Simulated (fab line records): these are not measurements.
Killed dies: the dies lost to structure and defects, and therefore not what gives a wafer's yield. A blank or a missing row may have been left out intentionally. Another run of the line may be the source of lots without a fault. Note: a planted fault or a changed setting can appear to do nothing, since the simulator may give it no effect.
fab line records -- flow sky130
record: lots: 11, wafers: 33, last-day: 50
route steps=708 shown VIA3@588 METAL4@599 PAD_OPEN@708
lots that met no fault: from a run of the same line without faults
start-h: hours from the record's first day to the start of the lot's first wafer shown -- wait-h: hours since the lot's step before -- " the same as in the row above -- L1.1+2: a row that stands for several wafers -- - no value present, or no start provided -- * or withheld: withheld -- < > ~ a bound
route shown NAME@n: names a module that has steps shown in the file, with the first one's number in the route -- usual: mean and standard deviation over wafers with no fault -- same: alike in all rows -- chamber/n: place in a boat -- sites: the reading at each site -- _std_site: their standard deviation -- _edge_site: inner sites' mean taken away from outer sites' mean -- radius-mm: how far each site lies from the wafer's centre -- mask NAME#n: copy n -- behind: the most recent tool/chamber to have shaped the wafer -- hold: what put the lot on hold/how long, in hours/how the hold closed -- device: the transistor (n, p or np) that didn't switch -- end of line: the tests these same wafers got at the end of their route -- for a step that has no rows: nothing shown but its recipe -- killed: dies lost to structure and defects at the first sort, not the wafer's yield -- map: the dies of a wafer, with x for killed, . for not killed, _ for no die there
set.NAME: the setting that was run; set.NAME@STEP: the one run at that earlier step -- model.NAME: the simulator's own value behind a step, which no gauge read
steps of the route over a sample of lots; a table a step, a row a wafer
services: when a tool's chamber went out of use (start-h, in hours from the record's first day, below 0 if earlier), for how many hours, and the reason
== steps ==
step: SKY_VIA3_ETCH_15
recipe: target: SiO2, chemistry: C4F8/O2/Ar, target-depth-nm: 507, stop-on: TiN, mask-material: KrF-thick, source-w: 1500, bias-w: 1200, pressure-mtorr: 40, c4f8-flow-sccm: withheld, O2_flow_sccm: 6, Ar_flow_sccm: 300, time-s: 78
usual: chamber-pressure-mTorr: 40.00/0.035, oes-product-au: 0.947/0.0048
same: time-s: 78
lot.wafer,tool,chamber,start-h,wait-h,chamber-pressure-mTorr,oes-product-au,rf-hours-counter-h
L676.1,rie-diel-03,1,913.99,0.0,39.99,0.951,26
L676.2,rie-diel-03,3,913.99,0.0,40.04,0.948,16
L676.4,rie-diel-03,2,913.99,0.0,40.03,0.946,-
L679.2,rie-diel-03,3,940.19,0.0,40.03,0.947,17
L679.3,rie-diel-03,0,940.19,0.0,39.98,0.954,18
L679.6,rie-diel-03,1,940.19,0.0,40.04,0.954,-
L681.2,rie-diel-02,0,958.38,0.0,40.01,0.950,10
L681.3,rie-diel-02,1,958.38,0.0,40.01,0.949,14
L681.4,rie-diel-02,3,958.38,0.0,40.02,0.942,13
L684.1,rie-diel-03,0,982.93,0.0,40.06,0.936,20
L684.3,rie-diel-03,2,982.93,0.0,40.03,0.952,28
L684.5,rie-diel-03,1,982.93,0.0,39.98,0.943,-
L685.2,rie-diel-01,0,1003.98,0.0,39.99,0.955,10
L685.3,rie-diel-01,2,1003.98,0.0,39.97,0.942,21
L685.4,rie-diel-01,1,1003.98,0.0,39.95,0.947,21
L686.2,rie-diel-03,0,1004.93,0.0,39.97,0.949,20
L686.5,rie-diel-03,3,1004.93,0.0,39.98,0.950,-
L686.6,rie-diel-03,2,1004.93,0.0,39.99,0.943,-
L687.3,rie-diel-03,2,1007.99,0.0,40.03,0.952,28
L687.4,rie-diel-03,0,1007.99,0.0,39.99,0.939,20
L687.5,rie-diel-03,3,1007.99,0.0,39.99,0.943,-
L688.2,rie-diel-02,2,1020.68,0.0,39.98,0.949,20
L688.4,rie-diel-02,1,1020.68,0.0,39.98,0.951,16
L688.6,rie-diel-02,1,1020.68,0.0,40.00,0.944,-
L697.2,rie-diel-03,3,1081.09,0.0,40.01,0.947,22
L697.3,rie-diel-03,1,1081.09,0.0,40.05,0.941,1
L697.5,rie-diel-03,0,1081.09,0.0,40.05,0.936,-
L698.1,rie-diel-02,1,1081.56,0.0,40.00,0.949,18
L698.3,rie-diel-02,0,1081.56,0.0,39.93,0.941,13
L698.4,rie-diel-02,3,1081.56,0.0,39.99,0.945,17
L699.1,rie-diel-01,3,1091.13,0.0,39.92,0.949,16
L699.2,rie-diel-01,0,1091.13,0.0,39.98,0.937,13
L699.5,rie-diel-01,3,1091.13,0.0,40.05,0.952,-
step: SKY_VIA3_STRIP_16
recipe: chemistry: O2/N2, power-w: 1400, pressure-mtorr: 1500, platen-temp-c: withheld, o2-flow-sccm: 3000, n2-flow-sccm: 300, overash-fraction: 0.5
usual: chamber-pressure-mTorr: 1499.9/1.3, drypump-motor-current-A: 5.6/0.44, oes-product-au: 0.402/0.0045, strip-time-to-endpoint-s: 4.117/0.026
lot.wafer,tool,chamber,start-h,wait-h,chamber-pressure-mTorr,drypump-motor-current-A,oes-product-au,rf-hours-counter-h,strip-time-to-endpoint-s
L676.1,plasma-asher-01,0,914.05,0.0,1501.4,5.9,0.407,113,4.154
L676.2,plasma-asher-01,1,914.05,0.0,1499.5,5.1,0.402,113,4.112
L676.4,plasma-asher-01,1,914.05,0.0,1498.9,5.1,0.397,-,4.151
L679.2,plasma-asher-04,1,940.25,0.0,1500.9,5.0,0.393,50,4.082
L679.3,plasma-asher-04,0,940.25,0.0,1500.3,5.9,0.396,-,4.142
L679.6,plasma-asher-04,0,940.25,0.0,1500.5,6.0,0.402,-,4.100
L681.2,plasma-asher-04,0,958.44,0.0,1500.0,5.9,0.401,51,4.133
L681.3,plasma-asher-04,1,958.44,0.0,1500.3,5.0,0.404,-,4.107
L681.4,plasma-asher-04,0,958.44,0.0,1500.3,5.9,0.399,-,4.120
L684.1,plasma-asher-04,1,982.99,0.0,1500.0,5.0,0.399,53,4.102
L684.3,plasma-asher-04,0,982.99,0.0,1500.0,5.9,0.404,-,4.124
L684.5,plasma-asher-04,1,982.99,0.0,1497.9,5.0,0.407,-,4.122
L685.2,plasma-asher-03,1,1004.04,0.0,1500.5,5.7,0.403,26,4.131
L685.3,plasma-asher-03,1,1004.04,0.0,1499.0,5.7,0.402,-,4.094
L685.4,plasma-asher-03,0,1004.04,0.0,1499.6,6.2,0.408,-,4.142
L686.2,plasma-asher-01,0,1004.99,0.0,1499.8,5.9,0.399,122,4.117
L686.5,plasma-asher-01,1,1004.99,0.0,1497.4,5.1,0.390,-,4.076
L686.6,plasma-asher-01,0,1004.99,0.0,1499.6,5.9,0.397,-,4.124
L687.3,plasma-asher-03,1,1008.08,0.1,1500.9,5.7,0.402,-,4.132
L687.4,plasma-asher-03,0,1008.08,0.1,1498.9,6.2,0.403,-,4.102
L687.5,plasma-asher-03,1,1008.08,0.1,1497.0,5.7,0.399,-,4.090
L688.2,plasma-asher-01,1,1020.74,0.0,1500.2,5.1,0.401,124,4.156
L688.4,plasma-asher-01,0,1020.74,0.0,1499.3,5.9,0.399,-,4.116
L688.6,plasma-asher-01,1,1020.74,0.0,1500.4,5.1,0.400,-,4.122
L697.2,plasma-asher-04,0,1081.15,0.0,1501.3,5.9,0.396,64,4.143
L697.3,plasma-asher-04,1,1081.15,0.0,1499.5,5.0,0.396,-,4.131
L697.5,plasma-asher-04,1,1081.15,0.0,1499.1,5.0,0.410,-,4.187
L698.1,plasma-asher-01,1,1081.62,0.0,1501.0,5.1,0.400,2,4.135
L698.3,plasma-asher-01,1,1081.62,0.0,1501.2,5.1,0.402,-,4.114
L698.4,plasma-asher-01,0,1081.62,0.0,1501.1,5.9,0.411,-,4.168
L699.1,plasma-asher-01,1,1091.19,0.0,1498.1,5.1,0.408,2,4.092
L699.2,plasma-asher-01,0,1091.19,0.0,1500.4,5.9,0.404,2,4.156
L699.5,plasma-asher-01,1,1091.19,0.0,1499.6,5.1,0.404,-,4.102
step: SKY_VIA3_SPUTTER_20
recipe: material: TiN, target-thk-nm: 20, chamber-pressure-pa: 5, power-w: 4000, time-s: 80
usual: cathode-dc-power-W: 4000.1/0.72, throttle-valve-pct: 29.7/0.96
same: time-s: 80
lot.wafer,tool,chamber,start-h,wait-h,cathode-dc-power-W,throttle-valve-pct
L676.1,pvd-sputter-04,-,914.64,0.0,4000.4,28.4
L676.2,pvd-sputter-04,-,914.64,0.0,4000.4,30.1
L676.4,pvd-sputter-04,-,914.64,0.0,4000.5,29.0
L679.2,pvd-sputter-03,-,940.88,0.0,3999.8,28.4
L679.3,pvd-sputter-03,-,940.88,0.0,4001.9,30.1
L679.6,pvd-sputter-03,-,940.88,0.0,3999.0,30.1
L681.2,pvd-sputter-04,-,959.03,0.0,3998.9,30.9
L681.3,pvd-sputter-04,-,959.03,0.0,4000.2,28.6
L681.4,pvd-sputter-04,-,959.03,0.0,4001.4,28.3
L684.1,pvd-sputter-04,-,983.59,0.0,3999.1,30.2
L684.3,pvd-sputter-04,-,983.59,0.0,4000.0,28.8
L684.5,pvd-sputter-04,-,983.59,0.0,4001.9,30.2
L685.2,pvd-sputter-04,-,1004.66,0.0,3999.9,28.4
L685.3,pvd-sputter-04,-,1004.66,0.0,4000.8,28.7
L685.4,pvd-sputter-04,-,1004.66,0.0,4000.0,30.3
L686.2,pvd-sputter-04,-,1005.61,0.0,3589.7,28.3
L686.5,pvd-sputter-04,-,1005.61,0.0,3590.5,28.6
L686.6,pvd-sputter-04,-,1005.61,0.0,3589.6,30.3
L687.3,pvd-sputter-04,-,1008.64,0.0,3589.6,30.2
L687.4,pvd-sputter-04,-,1008.64,0.0,3590.1,28.6
L687.5,pvd-sputter-04,-,1008.64,0.0,3590.2,28.5
L688.2,pvd-sputter-04,-,1021.34,0.0,3590.8,30.2
L688.4,pvd-sputter-04,-,1021.34,0.0,3589.9,28.5
L688.6,pvd-sputter-04,-,1021.34,0.0,3590.3,28.6
L697.2,pvd-sputter-03,-,1081.74,0.0,3999.6,30.3
L697.3,pvd-sputter-03,-,1081.74,0.0,3999.8,29.0
L697.5,pvd-sputter-03,-,1081.74,0.0,4000.2,28.9
L698.1,pvd-sputter-01,-,1082.21,0.0,4000.4,31.3
L698.3,pvd-sputter-01,-,1082.21,0.0,4000.0,29.5
L698.4,pvd-sputter-01,-,1082.21,0.0,4000.7,30.7
L699.1,pvd-sputter-03,-,1091.79,0.0,3999.4,30.1
L699.2,pvd-sputter-03,-,1091.79,0.0,3998.0,28.4
L699.5,pvd-sputter-03,-,1091.79,0.0,3999.5,30.6
step: SKY_METAL4_SPUTTER_01
recipe: material: TiN, target-thk-nm: 20, power-w: 6500, time-s: 17.31, chamber-pressure-pa: 0.4
usual: cathode-dc-power-W: 6499.9/1.1, throttle-valve-pct: 29.8/1.1
same: time-s: 17.31
lot.wafer,tool,chamber,start-h,wait-h,cathode-dc-power-W,throttle-valve-pct
L676.1,pvd-sputter-02,-,915.33,0.0,6500.3,31.5
L676.2,pvd-sputter-02,-,915.33,0.0,6500.2,29.8
L676.4,pvd-sputter-02,-,915.33,0.0,6498.5,31.4
L679.2,pvd-sputter-02,-,941.69,0.0,6499.5,30.9
L679.3,pvd-sputter-02,-,941.69,0.0,6499.9,31.1
L679.6,pvd-sputter-02,-,941.69,0.0,6499.8,29.4
L681.2,pvd-sputter-03,-,959.72,0.0,6499.4,30.2
L681.3,pvd-sputter-03,-,959.72,0.0,6499.9,28.6
L681.4,pvd-sputter-03,-,959.72,0.0,6499.6,29.2
L684.1,pvd-sputter-02,-,984.28,0.0,6498.4,28.9
L684.3,pvd-sputter-02,-,984.28,0.0,6499.7,31.1
L684.5,pvd-sputter-02,-,984.28,0.0,6499.0,31.0
L685.2,pvd-sputter-04,-,1005.35,0.0,6500.4,30.8
L685.3,pvd-sputter-04,-,1005.35,0.0,6498.4,30.1
L685.4,pvd-sputter-04,-,1005.35,0.0,6501.9,28.1
L686.2,pvd-sputter-04,-,1006.30,0.0,6501.0,30.3
L686.5,pvd-sputter-04,-,1006.30,0.0,6499.8,28.8
L686.6,pvd-sputter-04,-,1006.30,0.0,6501.4,28.3
L687.3,pvd-sputter-04,-,1009.33,0.0,6500.2,28.8
L687.4,pvd-sputter-04,-,1009.33,0.0,6499.2,30.3
L687.5,pvd-sputter-04,-,1009.33,0.0,6498.5,28.4
L688.2,pvd-sputter-02,-,1022.02,0.0,6499.1,31.1
L688.4,pvd-sputter-02,-,1022.02,0.0,6500.6,29.9
L688.6,pvd-sputter-02,-,1022.02,0.0,6497.4,29.5
L697.2,pvd-sputter-02,-,1082.83,0.0,6501.3,29.3
L697.3,pvd-sputter-02,-,1082.83,0.0,6499.8,31.4
L697.5,pvd-sputter-02,-,1082.83,0.0,6500.3,31.2
L698.1,pvd-sputter-04,-,1083.43,0.0,6500.9,28.8
L698.3,pvd-sputter-04,-,1083.43,0.0,6499.6,31.1
L698.4,pvd-sputter-04,-,1083.43,0.0,6500.8,28.3
L699.1,pvd-sputter-04,-,1092.48,0.0,6499.0,30.8
L699.2,pvd-sputter-04,-,1092.48,0.0,6500.2,30.3
L699.5,pvd-sputter-04,-,1092.48,0.0,6500.1,28.4
step: SKY_PAD_OPEN_PROBE_99
usual: defect-limited-yield: 82.3/1.9, killed_at_M0_to_M3: 44/7.6, killed_at_M4_up: 3.2/1.7, killed-at-contacts: 24/5.7, killed-at-front-end: 16/3.9, killed-at-other: 0.2/0.45, killed-dies: 87/9.5, killed-open: 47/6.9, killed-short: 40/5.8, sort_bin_3_pad_short: 0.9/0.4, sort_bin_5_function: 10.4/1.4, sort_bin_6_memory: 6.4/1.1, sort-n-pass: 405/9.5, sort-yield-pct: 82.3/1.9
same: gross-dies: 492, killed-at-back-side: 0, sort_bin_4_leakage[%]: 0, sort_bin_8_speed[%]: 0
lot.wafer,tool,chamber,start-h,wait-h,defect-limited-yield[%],killed_at_M0_to_M3,killed_at_M4_up,killed-at-contacts,killed-at-front-end,killed-at-other,killed-dies,killed-open,killed-short,sort_bin_3_pad_short[%],sort_bin_5_function[%],sort_bin_6_memory[%],sort-n-pass,sort-yield-pct[%]
L681.2,prober-02,-,1099.58,0.1,82.9,36,3,23,21,1,84,46,38,0.8,10.6,5.7,408,82.9
L681.3,prober-02,-,1099.63,0.2,87.0,32,1,20,11,0,64,36,28,1.0,6.9,5.1,428,87.0
L681.4,prober-02,-,1099.68,0.2,83.3,39,2,22,19,0,82,49,33,1.0,8.9,6.7,410,83.3
L686.2,prober-01,-,1132.19,0.1,80.7,52,3,19,21,0,95,53,42,0.6,11.4,7.3,397,80.7
L686.5,prober-01,-,1132.34,0.2,83.1,43,3,20,16,1,83,45,38,1.0,9.3,6.5,409,83.1
L686.6,prober-01,-,1132.39,0.2,82.9,42,6,27,9,0,84,49,35,1.2,8.5,7.3,408,82.9
L687.3,prober-02,-,1137.28,0.2,82.7,50,2,21,11,1,85,43,42,0.6,10.0,6.7,407,82.7
L687.4,prober-02,-,1137.33,0.2,77.8,59,5,25,20,0,109,68,41,1.6,12.8,7.7,383,77.8
L687.5,prober-02,-,1137.38,0.2,84.6,39,4,21,12,0,76,36,40,1.2,8.5,5.7,416,84.6
killed by level:class
L681.2 CONTACT:geometric-particle:open=10 POLY_GATE:geometric-particle:short=9 VIA1:geometric-particle:open=7 VIA3:geometric-particle:open=6 VIA3:geometric-particle:short=5 LI_CONTACT:geometric-particle:open=5 POLY_GATE:geometric-particle:open=4 VIA2:geometric-particle:open=4
L681.3 CONTACT:geometric-particle:open=6 VIA3:geometric-particle:open=6 LI_CONTACT:geometric-particle:open=5 METAL2:geometric-particle:short=5 VIA1:geometric-particle:open=5 VIA2:geometric-particle:open=5 POLY_GATE:geometric-particle:open=4 LI_CONTACT:geometric-particle:short=4
L681.4 CONTACT:geometric-particle:open=7 VIA3:geometric-particle:open=7 LI_CONTACT:geometric-particle:open=6 VIA1:geometric-particle:open=6 METAL2:geometric-particle:short=5 VIA2:geometric-particle:open=5 POLY_GATE:geometric-particle:open=4 FIELD_ISO:geometric-particle:short=3
L686.2 VIA1:geometric-particle:open=10 VIA2:geometric-particle:open=8 CONTACT:geometric-particle:open=7 VIA3:geometric-particle:open=7 FIELD_ISO:geometric-particle:open=6 METAL1:geometric-particle:short=6 LI_CONTACT:geometric-particle:open=5 VIA2:geometric-particle:short=5
L686.5 VIA1:geometric-particle:open=8 VIA2:geometric-particle:open=8 VIA1:geometric-particle:short=7 LI_CONTACT:geometric-particle:open=6 CONTACT:geometric-particle:open=6 FIELD_ISO:geometric-particle:open=5 VIA2:geometric-particle:short=5 CONTACT:geometric-particle:short=4
L686.6 VIA2:geometric-particle:open=12 CONTACT:geometric-particle:open=12 LI_CONTACT:geometric-particle:open=6 METAL3:geometric-particle:short=6 POLY_GATE:geometric-particle:open=4 CONTACT:geometric-particle:short=4 VIA3:geometric-particle:short=4 VIA3:geometric-particle:open=4
L687.3 CONTACT:geometric-particle:open=11 VIA1:geometric-particle:open=11 METAL1:geometric-particle:short=8 VIA1:geometric-particle:short=7 POLY_GATE:geometric-particle:short=5 METAL3:geometric-particle:short=5 LI_CONTACT:geometric-particle:short=4 VIA2:geometric-particle:open=4
L687.4 VIA1:geometric-particle:open=15 VIA3:geometric-particle:open=12 VIA2:geometric-particle:open=9 CONTACT:geometric-particle:open=9 FIELD_ISO:geometric-particle:short=6 VIA3:geometric-particle:short=6 VIA2:geometric-particle:short=5 POLY_GATE:geometric-particle:short=5
L687.5 VIA1:geometric-particle:open=9 CONTACT:geometric-particle:open=7 VIA1:geometric-particle:short=6 METAL1:geometric-particle:short=5 FIELD_ISO:geometric-particle:short=4 VIA3:geometric-particle:open=4 LI_CONTACT:geometric-particle:open=4 LOCAL_INTERCONNECT:geometric-particle:short=4
== services ==
tool,chamber,start-h,hours,kind
pvd-sputter-04,-,890.21,0.9,repair
pvd-sputter-04,-,890.26,5.2,repair
pvd-sputter-04,-,894.11,5.4,repair
rie-diel-03,0,910.92,5.7,repair
rie-diel-02,-,929.36,4.3,pm
pvd-sputter-02,-,931.67,1.4,repair
rie-diel-03,-,932.45,0.3,repair
plasma-asher-01,-,944.10,0.9,repair
plasma-asher-04,-,953.69,1.6,repair
pvd-sputter-04,-,971.67,4.9,repair
pvd-sputter-01,-,979.70,3.2,repair
pvd-sputter-03,-,989.26,21.2,repair
rie-diel-02,0,1001.29,13.4,repair
rie-diel-01,2,1040.95,13.4,repair
plasma-asher-01,-,1055.25,9.0,pm
plasma-asher-01,0,1055.25,9.0,vent-cycle
rie-diel-03,1,1058.74,-,clean
rie-diel-03,1,1058.74,12.4,scheduled-down
rie-diel-03,1,1058.74,12.4,vent-cycle
rie-diel-03,2,1072.83,-,clean
rie-diel-03,2,1072.83,19.3,scheduled-down
rie-diel-03,2,1072.83,19.3,vent-cycle
rie-diel-02,0,1084.69,6.1,repair
rie-diel-02,1,1087.51,3.0,repair
== key ==
first-sign: step: SKY_VIA3_SPUTTER_20, reading: cathode-dc-power-W, direction: down, sigmas: 99+, usual: 4000.1, struck: 3590.1
effect none on later readings
met-at SKY_VIA3_SPUTTER_20
struck-lots L686,L687,L688
not-acting-at SKY_VIA3_ETCH_15,SKY_VIA3_STRIP_16,SKY_METAL4_SPUTTER_01
onset-between 1004.66 1005.61
fault: kind: process-parameter-drift, tool: pvd-sputter-04, chamber: -, onset-h: 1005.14, steps: SKY_VIA3_SPUTTER_20, channel: power-w, offset: *, shape: step, end-h: 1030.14, acts-in: *, stated: *
